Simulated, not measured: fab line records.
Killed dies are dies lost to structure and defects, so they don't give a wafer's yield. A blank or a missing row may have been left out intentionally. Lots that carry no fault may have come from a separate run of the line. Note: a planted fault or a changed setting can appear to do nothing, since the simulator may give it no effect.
fab line records + flow gf180mcu
record
- lots=13
- wafers=39
- lastDay=34
route steps=602 shown STI@5 NSD@246 PSD@258 SAB@274 CONTACT@312
lots that met no fault: taken from a fault-free run of the same line
startH: hours from the record's first day to the start of the lot's first wafer shown + waitH: hours elapsed since this lot's preceding step + " as in the row above + L1.1+2: one row covering several wafers at once + - value missing, or start not given + * or withheld: withheld + < > ~ a bound
route shown NAME@n: names a module that has steps shown in the file, with the first one's number in the route + usual: mean and standard deviation over wafers with no fault + same: alike in all rows + chamber/n: place in a boat + sites: each site's reading + _std_site: the values' standard deviation + _edge_site: the outer-site mean with the inner-site mean subtracted + radiusMm: how far each site lies from the wafer's centre + mask NAME#n: copy n + behind: the most recent tool/chamber to have shaped the wafer + hold: why the lot went on hold/how many hours it stayed there/how the hold came to an end + device: the transistor (n, p or np) that didn't switch + end of line: tests of these same wafers at the route's end + a step with no rows: only its recipe + killed: count of dies lost to structure and defects at first sort (not the wafer's yield) + map: a wafer's dies, x killed, . not, _ none there
set.NAME: the run value of the setting; set.NAME@STEP: its run value at that earlier step + model.NAME: the simulator's own value behind a step, which no gauge read
a sample of lots followed through the steps of the route, with each step as a table and each wafer as a row
services: from which hour (startH, from the record's first day; less than 0 if before it) a tool's chamber was out of use, for how many hours, and why
## steps
# step GF_STI_THK_MEAS_04
# recipe
- reads=Si3N4_of_STI_CVD_03
# usual
- STI_CVD_03_THK=207.1/2.3
| lot.wafer | tool         | chamber | startH | waitH | STI_CVD_03_THK[nm] |
|-----------|--------------|---------|--------|-------|--------------------|
| L463.2    | filmMetro-02 | -       | 23.57  | 0.0   | 204.8              |
| L463.5    | "            | -       | "      | "     | 205.3              |
| L463.6    | "            | -       | "      | "     | 205.9              |
| L464.2    | filmMetro-03 | -       | 28.60  | 0.0   | 208.9              |
| L464.3    | "            | -       | "      | "     | 208.8              |
| L464.6    | "            | -       | "      | "     | 209.3              |
| L466.2    | filmMetro-03 | -       | 39.68  | 0.0   | 205.4              |
| L466.5    | "            | -       | "      | "     | 207.4              |
| L466.6    | "            | -       | "      | "     | 206.9              |
| L467.1    | filmMetro-03 | -       | 44.06  | 0.0   | 203.1              |
| L467.2    | "            | -       | "      | "     | 201.6              |
| L467.6    | "            | -       | "      | "     | 203.7              |
| L468.1    | filmMetro-03 | -       | 49.07  | 0.0   | 204.9              |
| L468.4    | "            | -       | "      | "     | 205.8              |
| L468.6    | "            | -       | "      | "     | 205.6              |
| L469.3    | filmMetro-03 | -       | 53.59  | 0.0   | 205.5              |
| L469.4    | "            | -       | "      | "     | 206.6              |
| L469.5    | "            | -       | "      | "     | 205.4              |
| L470.1    | filmMetro-02 | -       | 58.84  | 0.0   | 211.1              |
| L470.2    | "            | -       | "      | "     | 211.0              |
| L470.5    | "            | -       | "      | "     | 212.1              |
| L471.1    | filmMetro-02 | -       | 64.01  | 0.0   | 207.7              |
| L471.3    | "            | -       | "      | "     | 206.2              |
| L471.4    | "            | -       | "      | "     | 207.5              |
| L472.3    | filmMetro-03 | -       | 68.58  | 0.0   | 205.8              |
| L472.5    | "            | -       | "      | "     | 203.7              |
| L472.6    | "            | -       | "      | "     | 204.2              |
| L474.3    | filmMetro-01 | -       | 79.36  | 0.0   | 205.3              |
| L474.4    | "            | -       | "      | "     | 203.6              |
| L474.5    | "            | -       | "      | "     | 206.8              |
| L480.1    | filmMetro-03 | -       | 108.56 | 0.0   | 205.7              |
| L480.4    | "            | -       | "      | "     | 206.3              |
| L480.5    | "            | -       | "      | "     | 203.2              |
| L483.3    | filmMetro-01 | -       | 123.89 | 0.0   | 207.1              |
| L483.4    | "            | -       | "      | "     | 206.9              |
| L483.5    | "            | -       | "      | "     | 208.0              |
| L484.1    | filmMetro-02 | -       | 128.56 | 0.0   | 205.4              |
| L484.2    | "            | -       | "      | "     | 206.6              |
| L484.4    | "            | -       | "      | "     | 205.8              |
# step GF_NSD_STRIP_11
# recipe
- chemistry=O2/N2
- powerW=1400
- pressureMtorr=1500
- platenTempC=250
- o2FlowSccm=3000
- n2FlowSccm=300
- overashFraction=0.5
# usual
- drypumpMotorCurrentA=5.6/0.46
- heaterPowerW=329/30
- oesProductAu=0.487/0.0044
- stripTimeToEndpointS=22.96/0.037
| lot.wafer | tool           | chamber | startH | waitH | drypumpMotorCurrentA | heaterPowerW | oesProductAu | rfHoursCounterH | stripTimeToEndpointS |
|-----------|----------------|---------|--------|-------|----------------------|--------------|--------------|-----------------|----------------------|
| L463.2    | plasmaAsher-03 | 0       | 312.22 | 0.1   | 6.4                  | 337          | 0.490        | 53              | 22.90                |
| L463.5    | "              | 1       | "      | "     | 5.2                  | 282          | 0.486        | -               | 22.94                |
| L463.6    | "              | 0       | "      | "     | 6.4                  | 326          | 0.489        | -               | 22.96                |
| L464.2    | plasmaAsher-03 | 0       | 318.91 | 0.1   | 6.4                  | 331          | 0.477        | 54              | 22.99                |
| L464.3    | "              | 0       | "      | "     | 6.4                  | 328          | 0.487        | -               | 22.93                |
| L464.6    | "              | 1       | "      | "     | 5.2                  | 284          | 0.493        | -               | 22.96                |
| L466.2    | plasmaAsher-01 | 0       | 335.31 | 0.1   | 5.6                  | 322          | 0.479        | 71              | 22.98                |
| L466.5    | "              | 0       | "      | "     | 5.6                  | 327          | 0.480        | -               | 22.99                |
| L466.6    | "              | 1       | "      | "     | 5.9                  | 349          | 0.486        | -               | 22.93                |
| L467.1    | plasmaAsher-04 | 0       | 344.36 | 0.1   | 5.1                  | 312          | 0.483        | 70              | 22.98                |
| L467.2    | "              | 1       | "      | "     | 5.4                  | 378          | 0.483        | 70              | 22.97                |
| L467.6    | "              | 1       | "      | "     | 5.4                  | 371          | 0.483        | -               | 22.98                |
| L468.1    | plasmaAsher-01 | 0       | 354.46 | 0.1   | 5.6                  | 328          | 0.483        | 73              | 23.01                |
| L468.4    | "              | 1       | "      | "     | 5.8                  | 358          | 0.479        | -               | 23.01                |
| L468.6    | "              | 0       | "      | "     | 5.6                  | 335          | 0.483        | -               | 23.03                |
| L469.3    | plasmaAsher-04 | 0       | 364.19 | 0.1   | 5.2                  | 317          | 0.493        | -               | 22.97                |
| L469.4    | "              | 1       | "      | "     | 5.4                  | 377          | 0.480        | -               | 22.95                |
| L469.5    | "              | 0       | "      | "     | 5.2                  | 319          | 0.490        | -               | 22.95                |
| L470.1    | plasmaAsher-01 | 0       | 372.99 | 0.1   | 5.6                  | 335          | 0.498        | 75              | 22.93                |
| L470.2    | "              | 1       | "      | "     | 5.8                  | 358          | 0.479        | 75              | 22.89                |
| L470.5    | "              | 1       | "      | "     | 5.8                  | 362          | 0.486        | -               | 22.90                |
| L471.1    | plasmaAsher-03 | 0       | 378.56 | 0.1   | 6.4                  | 325          | 0.482        | 59              | 22.99                |
| L471.3    | "              | 0       | "      | "     | 6.4                  | 327          | 0.484        | -               | 22.99                |
| L471.4    | "              | 1       | "      | "     | 5.2                  | 286          | 0.489        | -               | 23.03                |
| L472.3    | plasmaAsher-04 | 1       | 384.63 | 0.1   | 5.4                  | 370          | 0.488        | -               | 22.94                |
| L472.5    | "              | 1       | "      | "     | 5.4                  | 381          | 0.492        | -               | 22.90                |
| L472.6    | "              | 0       | "      | "     | 5.1                  | 318          | 0.488        | -               | 22.94                |
| L474.3    | plasmaAsher-03 | 0       | 405.64 | 0.1   | 6.4                  | 326          | 0.488        | -               | 23.00                |
| L474.4    | "              | 1       | "      | "     | 5.2                  | 285          | 0.482        | -               | 22.98                |
| L474.5    | "              | 0       | "      | "     | 6.4                  | 327          | 0.490        | -               | 22.96                |
| L480.1    | plasmaAsher-01 | 0       | 454.56 | 0.1   | 5.6                  | 349          | 0.374        | 3               | -                    |
| L480.4    | "              | 1       | "      | "     | 5.8                  | 346          | 0.373        | -               | -                    |
| L480.5    | "              | 1       | "      | "     | 5.9                  | 353          | 0.371        | -               | -                    |
| L483.3    | plasmaAsher-03 | 0       | 477.93 | 0.1   | 6.4                  | 325          | 0.485        | -               | 22.96                |
| L483.4    | "              | 1       | "      | "     | 5.2                  | 283          | 0.485        | -               | 22.97                |
| L483.5    | "              | 1       | "      | "     | 5.2                  | 280          | 0.488        | -               | 22.91                |
| L484.1    | plasmaAsher-03 | 0       | 491.41 | 0.1   | 6.4                  | 326          | 0.480        | 72              | 22.97                |
| L484.2    | "              | 1       | "      | "     | 5.2                  | 285          | 0.478        | 72              | 22.92                |
| L484.4    | "              | 1       | "      | "     | 5.2                  | 285          | 0.493        | -               | 22.97                |
# step GF_PSD_STRIP_10
# recipe
- chemistry=O2/N2
- powerW=1400
- pressureMtorr=1500
- platenTempC=250
- o2FlowSccm=3000
- n2FlowSccm=300
- overashFraction=0.5
# usual
- drypumpMotorCurrentA=5.8/0.48
- heaterPowerW=351/45
- oesProductAu=0.592/0.0049
- stripTimeToEndpointS=16.53/0.038
| lot.wafer | tool           | chamber | startH | waitH | drypumpMotorCurrentA | heaterPowerW | oesProductAu | rfHoursCounterH | stripTimeToEndpointS |
|-----------|----------------|---------|--------|-------|----------------------|--------------|--------------|-----------------|----------------------|
| L463.2    | plasmaAsher-03 | 1       | 333.04 | 0.1   | 5.2                  | 277          | 0.582        | 55              | 16.52                |
| L463.5    | "              | 0       | "      | "     | 6.4                  | 320          | 0.588        | -               | 16.54                |
| L463.6    | "              | 1       | "      | "     | 5.2                  | 288          | 0.586        | -               | 16.48                |
| L464.2    | plasmaAsher-04 | 1       | 341.01 | 0.1   | 5.4                  | 370          | 0.595        | 69              | 16.54                |
| L464.3    | "              | 0       | "      | "     | 5.2                  | 317          | 0.598        | -               | 16.54                |
| L464.6    | "              | 0       | "      | "     | 5.1                  | 315          | 0.596        | -               | 16.54                |
| L466.2    | plasmaAsher-02 | 0       | 357.41 | 0.1   | 5.8                  | 357          | 0.591        | 23              | 16.50                |
| L466.5    | "              | 0       | "      | "     | 5.8                  | 345          | 0.593        | -               | 16.53                |
| L466.6    | "              | 1       | "      | "     | 6.3                  | 414          | 0.588        | -               | 16.51                |
| L467.1    | plasmaAsher-02 | 0       | 366.86 | 0.1   | 5.8                  | 352          | 0.598        | 24              | 16.59                |
| L467.2    | "              | 1       | "      | "     | 6.3                  | 424          | 0.598        | 24              | 16.57                |
| L467.6    | "              | 0       | "      | "     | 5.8                  | 357          | 0.597        | -               | 16.56                |
| L468.1    | plasmaAsher-02 | 1       | 377.76 | 0.1   | 6.3                  | 411          | 0.592        | 25              | 16.55                |
| L468.4    | "              | 0       | "      | "     | 5.7                  | 361          | 0.596        | -               | 16.55                |
| L468.6    | "              | 1       | "      | "     | 6.3                  | 426          | 0.593        | -               | 16.55                |
| L469.3    | plasmaAsher-03 | 1       | 387.74 | 0.1   | 5.2                  | 281          | 0.591        | -               | 16.46                |
| L469.4    | "              | 0       | "      | "     | 6.4                  | 328          | 0.591        | -               | 16.50                |
| L469.5    | "              | 0       | "      | "     | 6.4                  | 315          | 0.591        | -               | 16.49                |
| L470.1    | plasmaAsher-03 | 1       | 395.96 | 0.1   | 5.2                  | 280          | 0.603        | 61              | 16.53                |
| L470.2    | "              | 0       | "      | "     | 6.4                  | 318          | 0.586        | 61              | 16.57                |
| L470.5    | "              | 0       | "      | "     | 6.4                  | 323          | 0.595        | -               | 16.59                |
| L471.1    | plasmaAsher-02 | 0       | 402.21 | 0.1   | 5.8                  | 352          | 0.605        | 27              | 16.53                |
| L471.3    | "              | 1       | "      | "     | 6.3                  | 420          | 0.588        | -               | 16.52                |
| L471.4    | "              | 0       | "      | "     | 5.8                  | 346          | 0.595        | -               | 16.52                |
| L472.3    | plasmaAsher-02 | 0       | 408.34 | 0.1   | 5.8                  | 359          | 0.589        | -               | 16.52                |
| L472.5    | "              | 1       | "      | "     | 6.3                  | 409          | 0.583        | -               | 16.55                |
| L472.6    | "              | 0       | "      | "     | 5.8                  | 347          | 0.590        | -               | 16.49                |
| L474.3    | plasmaAsher-03 | 0       | 430.29 | 0.1   | 6.4                  | 333          | 0.585        | -               | 16.56                |
| L474.4    | "              | 1       | "      | "     | 5.2                  | 284          | 0.597        | -               | 16.52                |
| L474.5    | "              | 1       | "      | "     | 5.2                  | 294          | 0.600        | -               | 16.53                |
| L480.1    | plasmaAsher-02 | 0       | 478.31 | 0.1   | 5.7                  | 356          | 0.636        | 36              | 25.69                |
| L480.4    | "              | 0       | "      | "     | 5.8                  | 346          | 0.639        | -               | 25.65                |
| L480.5    | "              | 1       | "      | "     | 6.3                  | 413          | 0.642        | -               | 25.71                |
| L483.3    | plasmaAsher-04 | 0       | 501.99 | 0.1   | 5.2                  | 310          | 0.589        | -               | 16.59                |
| L483.4    | "              | 1       | "      | "     | 5.4                  | 370          | 0.590        | -               | 16.57                |
| L483.5    | "              | 0       | "      | "     | 5.1                  | 318          | 0.592        | -               | 16.60                |
| L484.1    | plasmaAsher-02 | 1       | 514.36 | 0.1   | 6.3                  | 423          | 0.588        | 40              | 16.56                |
| L484.2    | "              | 0       | "      | "     | 5.8                  | 355          | 0.599        | 40              | 16.52                |
| L484.4    | "              | 0       | "      | "     | 5.8                  | 336          | 0.604        | -               | 16.48                |
# step GF_PSD_TW_MEAS_11
# usual
- PSD_TW=3196/30
| lot.wafer | tool         | chamber | startH | waitH | PSD_TW |
|-----------|--------------|---------|--------|-------|--------|
| L463.2    | filmMetro-02 | -       | 333.15 | 0.1   | 3220   |
| L463.5    | "            | -       | "      | "     | 3224   |
| L463.6    | "            | -       | "      | "     | 3225   |
| L464.2    | filmMetro-02 | -       | 341.12 | 0.1   | 3220   |
| L464.3    | "            | -       | "      | "     | 3214   |
| L464.6    | "            | -       | "      | "     | 3207   |
| L466.2    | filmMetro-03 | -       | 357.52 | 0.1   | 3172   |
| L466.5    | "            | -       | "      | "     | 3167   |
| L466.6    | "            | -       | "      | "     | 3179   |
| L467.1    | filmMetro-03 | -       | 366.96 | 0.1   | 3173   |
| L467.2    | "            | -       | "      | "     | 3190   |
| L467.6    | "            | -       | "      | "     | 3166   |
| L468.1    | filmMetro-04 | -       | 377.86 | 0.1   | 3179   |
| L468.4    | "            | -       | "      | "     | 3186   |
| L468.6    | "            | -       | "      | "     | 3192   |
| L469.3    | filmMetro-03 | -       | 387.83 | 0.1   | 3153   |
| L469.4    | "            | -       | "      | "     | 3143   |
| L469.5    | "            | -       | "      | "     | 3152   |
| L470.1    | filmMetro-03 | -       | 396.06 | 0.1   | 3141   |
| L470.2    | "            | -       | "      | "     | 3155   |
| L470.5    | "            | -       | "      | "     | 3146   |
| L471.1    | filmMetro-02 | -       | 402.31 | 0.1   | 3217   |
| L471.3    | "            | -       | "      | "     | 3233   |
| L471.4    | "            | -       | "      | "     | 3221   |
| L472.3    | filmMetro-02 | -       | 408.43 | 0.1   | 3239   |
| L472.5    | "            | -       | "      | "     | 3211   |
| L472.6    | "            | -       | "      | "     | 3220   |
| L474.3    | filmMetro-02 | -       | 430.38 | 0.1   | 3230   |
| L474.4    | "            | -       | "      | "     | 3238   |
| L474.5    | "            | -       | "      | "     | 3215   |
| L480.1    | filmMetro-04 | -       | 478.41 | 0.1   | 30     |
| L480.4    | "            | -       | "      | "     | 30     |
| L480.5    | "            | -       | "      | "     | 30     |
| L483.3    | filmMetro-04 | -       | 502.07 | 0.1   | 3183   |
| L483.4    | "            | -       | "      | "     | 3162   |
| L483.5    | "            | -       | "      | "     | 3170   |
| L484.1    | filmMetro-04 | -       | 514.46 | 0.1   | 3182   |
| L484.2    | "            | -       | "      | "     | 3210   |
| L484.4    | "            | -       | "      | "     | 3183   |
# step GF_SAB_OVL_MEAS_10
# usual
- SAB_OVL=-1.2/1.5
| lot.wafer | tool       | chamber | startH | waitH | SAB_OVL[nm] |
|-----------|------------|---------|--------|-------|-------------|
| L463.2    | overlay-02 | -       | 356.16 | 0.1   | -1.7        |
| L463.5    | "          | -       | "      | "     | -0.3        |
| L463.6    | "          | -       | "      | "     | -2.5        |
| L464.2    | overlay-01 | -       | 363.53 | 0.1   | 0.0         |
| L464.3    | "          | -       | "      | "     | -1.2        |
| L464.6    | "          | -       | "      | "     | -1.1        |
| L466.2    | overlay-01 | -       | 380.91 | 0.1   | -0.5        |
| L466.5    | "          | -       | "      | "     | -2.0        |
| L466.6    | "          | -       | "      | "     | -1.3        |
| L467.1    | overlay-01 | -       | 390.42 | 0.1   | 0.0         |
| L467.2    | "          | -       | "      | "     | -0.8        |
| L467.6    | "          | -       | "      | "     | 0.6         |
| L468.1    | overlay-02 | -       | 401.52 | 0.1   | -1.6        |
| L468.4    | "          | -       | "      | "     | -1.7        |
| L468.6    | "          | -       | "      | "     | -2.2        |
| L469.3    | overlay-02 | -       | 411.49 | 0.1   | -1.5        |
| L469.4    | "          | -       | "      | "     | 0.0         |
| L469.5    | "          | -       | "      | "     | 1.5         |
| L470.1    | overlay-02 | -       | 419.76 | 0.1   | -1.0        |
| L470.2    | "          | -       | "      | "     | -2.6        |
| L470.5    | "          | -       | "      | "     | -1.2        |
| L471.1    | overlay-02 | -       | 427.12 | 0.1   | -0.5        |
| L471.3    | "          | -       | "      | "     | -1.3        |
| L471.4    | "          | -       | "      | "     | -1.7        |
| L472.3    | overlay-02 | -       | 432.52 | 0.1   | -1.3        |
| L472.5    | "          | -       | "      | "     | -0.5        |
| L472.6    | "          | -       | "      | "     | 0.9         |
| L474.3    | overlay-02 | -       | 455.08 | 0.1   | 0.9         |
| L474.4    | "          | -       | "      | "     | -0.1        |
| L474.5    | "          | -       | "      | "     | -0.5        |
| L480.1    | overlay-01 | -       | 502.07 | 0.1   | -0.1        |
| L480.4    | "          | -       | "      | "     | -1.7        |
| L480.5    | "          | -       | "      | "     | 0.2         |
| L483.3    | overlay-02 | -       | 524.97 | 0.1   | -1.9        |
| L483.4    | "          | -       | "      | "     | -2.6        |
| L483.5    | "          | -       | "      | "     | -1.6        |
| L484.1    | overlay-01 | -       | 537.62 | 0.1   | -1.7        |
| L484.2    | "          | -       | "      | "     | -4.7        |
| L484.4    | "          | -       | "      | "     | -3.8        |
# step GF_CONTACT_RS_MEAS_25
# recipe
- thkMeasGauge=four-point-probe
- reads=W_of_CONTACT_CVD_24+TiN_of_CONTACT_SPUTTER_23+Ti_of_CONTACT_SPUTTER_22
# usual
- CONTACT_W_RS=0.385/0.0061
| lot.wafer | tool         | chamber | startH | waitH | CONTACT_W_RS[ohm/sq] |
|-----------|--------------|---------|--------|-------|----------------------|
| L463.2    | filmMetro-01 | -       | 380.30 | 0.1   | 0.393                |
| L463.5    | "            | -       | "      | "     | 0.394                |
| L463.6    | "            | -       | "      | "     | 0.390                |
| L464.2    | filmMetro-03 | -       | 389.64 | 0.1   | 0.397                |
| L464.3    | "            | -       | "      | "     | 0.393                |
| L464.6    | "            | -       | "      | "     | 0.389                |
| L466.2    | filmMetro-04 | -       | 406.40 | 0.1   | 0.381                |
| L466.5    | "            | -       | "      | "     | 0.385                |
| L466.6    | "            | -       | "      | "     | 0.380                |
| L467.1    | filmMetro-04 | -       | 416.52 | 0.1   | 0.397                |
| L467.2    | "            | -       | "      | "     | 0.391                |
| L467.6    | "            | -       | "      | "     | 0.391                |
| L468.1    | filmMetro-04 | -       | 428.17 | 0.1   | 0.394                |
| L468.4    | "            | -       | "      | "     | 0.388                |
| L468.6    | "            | -       | "      | "     | 0.387                |
| L469.3    | filmMetro-01 | -       | 439.36 | 0.1   | 0.385                |
| L469.4    | "            | -       | "      | "     | 0.385                |
| L469.5    | "            | -       | "      | "     | 0.382                |
| L470.1    | filmMetro-03 | -       | 446.16 | 0.1   | 0.380                |
| L470.2    | "            | -       | "      | "     | 0.378                |
| L470.5    | "            | -       | "      | "     | 0.379                |
| L471.1    | filmMetro-03 | -       | 454.66 | 0.1   | 0.383                |
| L471.3    | "            | -       | "      | "     | 0.381                |
| L471.4    | "            | -       | "      | "     | 0.378                |
| L472.3    | filmMetro-01 | -       | 459.46 | 0.4   | 0.393                |
| L472.5    | "            | -       | "      | "     | 0.390                |
| L472.6    | "            | -       | "      | "     | 0.384                |
| L474.3    | filmMetro-01 | -       | 480.97 | 0.1   | 0.387                |
| L474.4    | "            | -       | "      | "     | 0.382                |
| L474.5    | "            | -       | "      | "     | 0.390                |
| L480.1    | filmMetro-01 | -       | 526.33 | 0.1   | 0.386                |
| L480.4    | "            | -       | "      | "     | 0.390                |
| L480.5    | "            | -       | "      | "     | 0.390                |
| L483.3    | filmMetro-03 | -       | 549.50 | 0.1   | 0.382                |
| L483.4    | "            | -       | "      | "     | 0.386                |
| L483.5    | "            | -       | "      | "     | 0.388                |
| L484.1    | filmMetro-01 | -       | 561.98 | 0.1   | 0.381                |
| L484.2    | "            | -       | "      | "     | 0.378                |
| L484.4    | "            | -       | "      | "     | 0.378                |
## services
| tool           | chamber | startH | hours | kind      |
|----------------|---------|--------|-------|-----------|
| plasmaAsher-04 | -       | 317.38 | 1.7   | repair    |
| plasmaAsher-01 | -       | 338.43 | 3.3   | repair    |
| plasmaAsher-03 | -       | 344.01 | 4.4   | repair    |
| plasmaAsher-01 | -       | 421.25 | 9.0   | pm        |
| plasmaAsher-01 | 0       | 421.25 | 9.0   | ventCycle |
| plasmaAsher-01 | 1       | 421.25 | 9.0   | ventCycle |
| plasmaAsher-02 | -       | 428.39 | 2.3   | repair    |
| plasmaAsher-01 | 0       | 430.25 | -     | clean     |
| plasmaAsher-01 | 1       | 430.25 | -     | clean     |
| plasmaAsher-04 | -       | 447.92 | 2.8   | pm        |
| plasmaAsher-04 | -       | 465.11 | 13.4  | repair    |
| plasmaAsher-02 | -       | 481.29 | 0.5   | repair    |
## key
firstSign
- step=GF_NSD_STRIP_11
- reading=oesProductAu
- direction=down
- sigmas=26
- usual=0.487
- struck=0.373
effect
- step=GF_PSD_STRIP_10
- reading=stripTimeToEndpointS
- direction=up
- sigmas=99+
- usual=*
- struck=*
effect
- step=GF_PSD_TW_MEAS_11
- reading=PSD_TW
- direction=down
- sigmas=99+
- usual=3196
- struck=30
metAt GF_NSD_STRIP_11
struckLots L480
sortLeftOut L480.1,L480.4,L480.5
testerLeftOut L480
notActingAt GF_STI_THK_MEAS_04,GF_SAB_OVL_MEAS_10,GF_CONTACT_RS_MEAS_25
onsetBetween 372.99 454.56
fault
- kind=stripAborted
- tool=plasmaAsher-01
- chamber=-
- onsetH=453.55
- steps=GF_NSD_STRIP_11
- offset=0.59808
- endH=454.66
# testerLeftOut: of these lots the tester's yield and bins aren't shown, on N5 and GAA mostly nor the transistor test; their killed dies are dies lost to structure and defects alone, not to doping, threshold or leakage, so they don't give the yield
# sortLeftOut: the simulated sort isn't trusted on such a fault, so these wafers' sort isn't shown, and their yield isn't known
